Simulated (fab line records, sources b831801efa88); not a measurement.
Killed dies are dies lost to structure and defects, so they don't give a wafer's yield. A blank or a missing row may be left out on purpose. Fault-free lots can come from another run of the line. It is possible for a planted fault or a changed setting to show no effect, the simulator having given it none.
The tool behind it: which one?	flow gf180mcu	13 lots with 39 wafers sampled at 4 steps, on a route of 602 steps

## WHAT THE GAUGES SHOWED, per wafer
GF_V1_CD_MEAS_14 targets a cd of 260 nm. Usual: cd nm reads 259.4 nm (standard deviation 1.2).
lot	measured	on	cd nm (nm)	flag
L429	day 17 19:55	cd sem-02	259.6 260.0 259.7	
L430	day 18 08:38	cd sem-02	259.6 260.7 260.7	
L432	day 19 05:45	cd sem-02	265.4 261.8 269.0	OFF
L433	day 19 12:41	cd sem-01	265.2 272.4 266.8	OFF
L442	day 23 08:01	cd sem-02	260.6 259.7 259.0	
L443	day 23 15:16	cd sem-02	258.9 258.8 259.9	
L444	day 24 03:58	cd sem-01	258.4 257.9 258.1	
L446	day 24 16:08	cd sem-01	258.7 259.4 258.9	
L445	day 24 16:55	cd sem-01	260.5 261.4 261.7	
L447	day 24 21:35	cd sem-01	259.2 259.5 258.1	
L448	day 25 06:49	cd sem-01	261.7 260.1 260.1	
L449	day 25 08:08	cd sem-02	260.1 259.4 259.3	
L451	day 25 23:11	cd sem-02	260.3 259.9 259.2	

GF_V1_THK_MEAS_25: measures by xrf. Usual: V1_W_THK gives 364 nm (standard deviation 5.3).
lot	measured	on	V1_W_THK (nm)	flag
L429	day 17 21:04	film metro-03	368 368 366	
L430	day 18 09:47	film metro-01	367 364 368	
L432	day 19 06:55	film metro-04	366 357 356	
L433	day 19 13:55	film metro-01	362 362 367	
L442	day 23 09:29	film metro-01	371 369 370	
L443	day 23 16:25	film metro-03	376 362 364	
L444	day 24 05:07	film metro-03	356 368 365	
L446	day 24 17:17	film metro-01	368 358 367	
L445	day 24 18:05	film metro-01	368 370 370	
L447	day 24 22:45	film metro-03	362 362 365	
L448	day 25 12:35	film metro-03	369 367 363	
L449	day 25 12:42	film metro-04	361 369 365	
L451	day 26 00:20	film metro-04	372 363 362	

## WHICH TOOL RAN EACH LOT (tool, then ch and the chambers of the sampled wafers, then the start)
lot	GF_V1_EXPOSE_11	GF_V1_SPUTTER_22
L429	krf scanner-02 ch 0, day 17 08:50	pvd sputter-01, day 17 20:47
L430	krf scanner-01 ch 0, day 17 20:47	pvd sputter-03, day 18 09:30
L432	krf scanner-01 ch 0, day 18 17:58	pvd sputter-03, day 19 06:38
L433	krf scanner-01 ch 0, day 19 00:46	pvd sputter-03, day 19 13:38
L442	krf scanner-01 ch 0, day 22 20:14	pvd sputter-04, day 23 09:13
L443	krf scanner-01 ch 0, day 23 04:16	pvd sputter-01, day 23 16:08
L444	krf scanner-01 ch 0, day 23 16:58	pvd sputter-04, day 24 04:50
L446	krf scanner-01 ch 0, day 24 05:04	pvd sputter-01, day 24 17:01
L445	krf scanner-02 ch 0, day 24 06:02	pvd sputter-03, day 24 17:49
L447	krf scanner-01 ch 0, day 24 11:30	pvd sputter-03, day 24 22:28
L448	krf scanner-01 ch 0, day 24 19:29	pvd sputter-01, day 25 12:17
L449	krf scanner-01 ch 0, day 24 21:36	pvd sputter-04, day 25 12:23
L451	krf scanner-02 ch 0, day 25 13:55	pvd sputter-03, day 26 00:04
- GF_V1_EXPOSE_11: exposes mask Via1, target cd 260 nm.
- GF_V1_SPUTTER_22: material TiN, target thk 10 nm, time 40 s.

## WHAT THE TOOLS THEMSELVES READ (means of the sampled wafers that have a number; where no wafer has one, the mark that the record gives instead)
GF_V1_SPUTTER_22. Usual: chamber pressure pa 5.001 Pa, standard deviation 0.0094; throttle valve pct 29.5 %, standard deviation 1.1.
lot	tool	chamber pressure pa (Pa)	throttle valve pct (%)	flag
L429	pvd sputter-01	4.996	30.1	
L430	pvd sputter-03	5.001	29.6	
L432	pvd sputter-03	4.997	29.1	
L433	pvd sputter-03	5.001	28.2	
L442	pvd sputter-04	5.001	29.4	
L443	pvd sputter-01	5.016	29.5	
L444	pvd sputter-04	5.007	29.3	
L446	pvd sputter-01	5.005	30.9	
L445	pvd sputter-03	5.003	28.8	
L447	pvd sputter-03	4.992	29.8	
L448	pvd sputter-01	4.993	31.0	
L449	pvd sputter-04	4.995	29.2	
L451	pvd sputter-03	5.000	29.6	

## THE ANSWER, worked out from the rows above alone
Rule: a lot is off if the mean of its wafers that have a number lies more than 3 standard deviations from the usual mean. A lot without any number at a reading at which 4 lots or more have one is off too. All remaining lots with rows at the step are treated as sound. Order of review: gauges by route order, followed by the tools' own readings, for which a lot's mean as printed above is used. At the first step where some lot is off, the reading lying furthest off is the one used; lots without a number count as furthest.
Off: L432, L433 (GF_V1_CD_MEAS_14, cd nm).
If a tool, at a process step before that reading, ran all the lots that are off and no sound lot after the first of them, it fits. Gauges at GF_V1_CD_MEAS_14: tried the same way as those tools. Of those tried, none fits.

## WHAT THE SIMULATOR PUT IN
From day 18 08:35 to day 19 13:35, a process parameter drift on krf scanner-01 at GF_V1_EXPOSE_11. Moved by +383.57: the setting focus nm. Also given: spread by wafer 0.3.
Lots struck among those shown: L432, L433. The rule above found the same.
